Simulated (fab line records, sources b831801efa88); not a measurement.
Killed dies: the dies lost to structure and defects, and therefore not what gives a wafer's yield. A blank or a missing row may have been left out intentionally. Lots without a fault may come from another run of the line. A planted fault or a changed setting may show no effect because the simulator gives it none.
Which tool was responsible?    flow sky130    Sampling: 24 lots, 72 wafers, 5 of 708 route steps

## WHAT THE GAUGES SHOWED, per wafer
SKY_FIELD_ISO_BOW_MEAS_00. Usual: INCOMING_BOW 0 um, standard deviation 6.
lot   measured     on             INCOMING_BOW (um)  flag
L074  day 1 10:02  film metro-04  0 2 5              
L075  day 1 15:01  film metro-01  7 0 4              
L076  day 1 20:01  film metro-01  -4 8 0             
L077  day 2 01:01  film metro-04  5 2 6              
L078  day 2 06:01  film metro-04  8 3 2              
L079  day 2 11:03  film metro-01  2 -13 -5           
L080  day 2 16:00  film metro-04  -1 -9 2            
L081  day 2 21:02  film metro-03  11 0 15            
L082  day 3 02:04  film metro-03  0 -2 7             
L083  day 3 07:01  film metro-04  6 -6 6             
L084  day 3 12:01  film metro-03  2 -8 5             
L085  day 3 17:01  film metro-01  1 -2 2             
L086  day 3 22:00  film metro-03  2 6 8              
L087  day 4 03:02  film metro-01  6 -8 -1            
L088  day 4 08:01  film metro-04  2 -3 7             
L089  day 4 13:00  film metro-01  2 9 -2             
L090  day 4 18:02  film metro-04  4 -7 0             
L091  day 4 23:02  film metro-01  6 4 2              
L092  day 5 04:01  film metro-04  -4 4 9             
L093  day 5 09:02  film metro-01  -3 -4 10           
L094  day 5 14:02  film metro-03  -9 -2 -12          
L095  day 5 19:01  film metro-04  8 -1 -6            
L096  day 6 00:00  film metro-03  8 -1 -9            
L097  day 6 05:00  film metro-03  0 -6 7             

SKY_VT_ADJUST_PCH_OVL_MEAS_07. Usual: VT_ADJUST_PCH_OVL 0.3 nm, standard deviation 1.1.
lot   measured      on          VT_ADJUST_PCH_OVL (nm)  flag
L074  day 10 11:20  overlay-02  0.0 -1.2 -0.8           
L075  day 11 05:21  overlay-02  -0.5 -1.2 0.1           
L076  day 11 04:31  overlay-02  -0.8 -0.9 -1.6          
L077  day 11 15:06  overlay-01  1.0 2.1 0.2             
L078  day 11 19:49  overlay-01  -0.5 1.6 1.0            
L079  day 12 03:59  overlay-02  1.5 3.4 2.2             
L080  day 12 04:19  overlay-02  -1.5 -0.2 -1.3          
L081  day 12 17:36  overlay-01  -0.4 0.3 0.7            
L082  day 12 23:43  overlay-02  0.8 -0.1 1.1            
L083  day 13 08:02  overlay-01  3.2 0.7 2.8             
L084  day 13 13:43  overlay-01  -0.2 -2.6 -1.9          
L085  day 13 22:13  overlay-02  -0.4 -0.4 -0.8          
L086  day 14 06:28  overlay-02  0.2 1.5 0.0             
L087  day 14 12:51  overlay-02  -0.1 -1.0 -1.0          
L088  day 14 22:31  overlay-02  0.1 1.2 2.5             
L089  day 15 06:07  overlay-02  -0.7 -0.5 0.7           
L090  day 15 15:44  overlay-02  0.6 1.7 1.1             
L091  day 15 21:23  overlay-02  -0.8 0.3 -0.3           
L092  day 16 03:35  overlay-02  0.1 -1.3 -1.6           
L093  day 16 13:57  overlay-02  1.0 1.0 -0.5            
L094  day 16 20:12  overlay-01  0.2 -0.4 -0.4           
L095  day 17 09:04  overlay-01  1.3 0.9 1.5             
L096  day 17 14:26  overlay-01  -0.1 -0.2 -0.2          
L097  day 17 16:14  overlay-02  -0.7 -0.5 0.5           

SKY_VIA1_THK_MEAS_01. Usual: VIA1_HDPCVD_THK 1033 nm, standard deviation 9.2.
lot   measured      on             VIA1_HDPCVD_THK (nm)  flag
L074  day 33 00:25  film metro-04  1036 1034 1032        
L075  day 34 02:58  film metro-02  1026 1031 1030        
L076  day 34 02:37  film metro-03  1048 1041 1047        
L077  day 34 09:55  film metro-04  1025 1054 1058        
L078  day 34 08:59  film metro-04  1028 1046 1033        
L079  day 34 16:17  film metro-03  1023 1040 1018        
L080  day 34 16:38  film metro-04  1039 1015 1028        
L081  day 35 09:59  film metro-02  1037 1016 1029        
L082  day 36 00:40  film metro-02  1031 1025 1018        
L083  day 35 22:48  film metro-02  1032 1023 1036        
L084  day 36 04:54  film metro-04  1047 1037 1028        
L085  day 36 23:01  film metro-04  1041 1041 1045        
L086  day 37 01:29  film metro-04  1033 1031 1040        
L087  day 37 04:44  film metro-02  1022 1022 1027        
L088  day 37 17:43  film metro-03  1023 1036 1030        
L089  day 38 04:41  film metro-04  1024 1034 1031        
L090  day 38 07:02  film metro-03  1036 1035 1040        
L091  day 38 08:50  film metro-04  1021 1023 1021        
L092  day 38 19:28  film metro-04  1030 1020 1032        
L093  day 39 05:53  film metro-04  1033 1036 1029        
L094  day 39 04:29  film metro-02  1039 1031 1029        
L095  day 41 06:19  film metro-02  1049 1026 1020        
L096  day 41 01:13  film metro-03  1042 1033 1031        
L097  day 41 02:58  film metro-02  1036 1044 1042        

## WHAT TOOL EACH LOT RAN ON (gives the tool, then ch and the chambers of the sampled wafers, and finally the start)
lot   SKY_SONOS_ONO_STRIP_17                SKY_METAL1_SPUTTER_02
L074  plasma asher-02 ch 0,1, day 12 17:14  pvd sputter-02, day 31 20:36
L075  plasma asher-04 ch 0,1, day 13 14:17  pvd sputter-04, day 32 22:44
L076  plasma asher-01 ch 0,1, day 13 14:35  pvd sputter-02, day 32 22:23
L077  plasma asher-02 ch 0,1, day 14 01:26  pvd sputter-02, day 33 06:00
L078  plasma asher-01 ch 0,1, day 14 04:11  pvd sputter-04, day 33 05:03
L079  plasma asher-01 ch 0,1, day 14 11:01  pvd sputter-01, day 33 12:35
L080  plasma asher-04 ch 0,1, day 14 11:46  pvd sputter-02, day 33 12:54
L081  plasma asher-01 ch 0,1, day 15 02:07  pvd sputter-02, day 34 06:30
L082  plasma asher-01 ch 0,1, day 15 12:53  pvd sputter-04, day 34 21:01
L083  plasma asher-04 ch 0,1, day 15 19:00  pvd sputter-04, day 34 19:41
L084  plasma asher-02 ch 0,1, day 15 23:29  pvd sputter-04, day 35 01:22
L085  plasma asher-01 ch 0,1, day 16 10:48  pvd sputter-02, day 35 20:04
L086  plasma asher-04 ch 0,1, day 16 18:04  pvd sputter-01, day 35 22:27
L087  plasma asher-01 ch 0,1, day 17 02:53  pvd sputter-02, day 36 01:37
L088  plasma asher-01 ch 0, day 17 16:19    pvd sputter-04, day 36 14:55
L089  plasma asher-04 ch 0,1, day 18 05:17  pvd sputter-02, day 37 01:28
L090  plasma asher-02 ch 0,1, day 18 14:40  pvd sputter-02, day 37 03:55
L091  plasma asher-04 ch 0,1, day 18 14:58  pvd sputter-02, day 37 05:26
L092  plasma asher-01 ch 0,1, day 19 03:05  pvd sputter-01, day 37 15:42
L093  plasma asher-02 ch 0,1, day 19 12:56  pvd sputter-02, day 38 03:26
L094  plasma asher-01 ch 0,1, day 19 14:34  pvd sputter-04, day 38 01:56
L095  plasma asher-04 ch 0,1, day 21 23:14  pvd sputter-01, day 40 04:13
L096  plasma asher-01 ch 0,1, day 21 22:24  pvd sputter-02, day 39 23:11
L097  plasma asher-01 ch 0,1, day 21 23:00  pvd sputter-04, day 40 00:46
- SKY_SONOS_ONO_STRIP_17: strips in O2/N2.
- SKY_METAL1_SPUTTER_02: material AlCu, target thk 250 nm, time 13.3 s.

## AS READ BY THE TOOLS THEMSELVES (means over the sampled wafers that have a number; for cases with no such wafer, the mark the record gives instead)
SKY_SONOS_ONO_STRIP_17. Usual: drypump motor current A 5.98 A, standard deviation 0.23; o2 flow sccm 3000 sccm, standard deviation 9.3; oes product au 0.709 a.u., standard deviation 0.0038; strip time to endpoint s 14.10 s, standard deviation 0.039.
lot   tool             drypump motor current A (A)  o2 flow sccm (sccm)  oes product au (a.u.)  strip time to endpoint s (s)  flag
L074  plasma asher-02  5.96                         3006                 0.711                  14.07                         
L075  plasma asher-04  5.96                         3001                 0.709                  14.09                         
L076  plasma asher-01  5.87                         2994                 0.709                  14.08                         
L077  plasma asher-02  5.98                         3008                 0.707                  14.06                         
L078  plasma asher-01  5.93                         2991                 0.707                  14.18                         
L079  plasma asher-01  5.87                         2997                 0.712                  14.11                         
L080  plasma asher-04  6.17                         2995                 0.706                  14.09                         
L081  plasma asher-01  5.87                         2994                 0.707                  14.08                         
L082  plasma asher-01  5.93                         3002                 0.707                  14.13                         
L083  plasma asher-04  6.16                         2989                 0.708                  14.14                         
L084  plasma asher-02  6.15                         3008                 0.707                  14.13                         
L085  plasma asher-01  5.94                         2999                 0.707                  14.06                         
L086  plasma asher-04  5.98                         3008                 0.708                  14.10                         
L087  plasma asher-01  5.94                         3008                 0.707                  14.12                         
L088  plasma asher-01  5.82                         3001                 0.711                  14.06                         
L089  plasma asher-04  5.97                         3002                 0.708                  14.10                         
L090  plasma asher-02  5.99                         3001                 0.712                  14.10                         
L091  plasma asher-04  6.17                         3005                 0.708                  14.14                         
L092  plasma asher-01  5.88                         2992                 0.713                  14.12                         
L093  plasma asher-02  6.15                         2992                 0.709                  14.08                         
L094  plasma asher-01  5.86                         3002                 0.709                  14.07                         
L095  plasma asher-04  6.20                         3003                 0.709                  14.06                         
L096  plasma asher-01  5.86                         3001                 0.708                  14.05                         
L097  plasma asher-01  5.88                         3009                 0.710                  14.05                         

SKY_METAL1_SPUTTER_02. Usual: throttle valve pct at 29.5 %, with a standard deviation of 1.1.
lot   tool            throttle valve pct (%)  flag
L074  pvd sputter-02  29.7                    
L075  pvd sputter-04  29.5                    
L076  pvd sputter-02  29.8                    
L077  pvd sputter-02  29.7                    
L078  pvd sputter-04  29.5                    
L079  pvd sputter-01  30.5                    
L080  pvd sputter-02  28.4                    
L081  pvd sputter-02  28.6                    
L082  pvd sputter-04  30.0                    
L083  pvd sputter-04  29.7                    
L084  pvd sputter-04  29.5                    
L085  pvd sputter-02  27.7                    
L086  pvd sputter-01  31.3                    
L087  pvd sputter-02  28.9                    
L088  pvd sputter-04  29.6                    
L089  pvd sputter-02  28.8                    
L090  pvd sputter-02  28.9                    
L091  pvd sputter-02  28.8                    
L092  pvd sputter-01  30.0                    
L093  pvd sputter-02  29.0                    
L094  pvd sputter-04  29.8                    
L095  pvd sputter-01  30.6                    
L096  pvd sputter-02  29.6                    
L097  pvd sputter-04  29.7                    

## THE ANSWER, worked out from the rows above alone
Rule: a lot counts as off when the mean over its wafers that have a number is more than 3 standard deviations away from the usual mean. A lot without any number at a reading at which 4 lots or more have one is off too. All remaining lots with rows at the step are treated as sound. Order of review: gauges by route order, followed by the tools' own readings, for which a lot's mean as printed above is used. At the first step where some lot is off, the reading lying furthest off is the one used; lots without a number count as furthest.
No lot is off at any reading shown: from this, nothing can be told.

## WHAT THE SIMULATOR PUT IN
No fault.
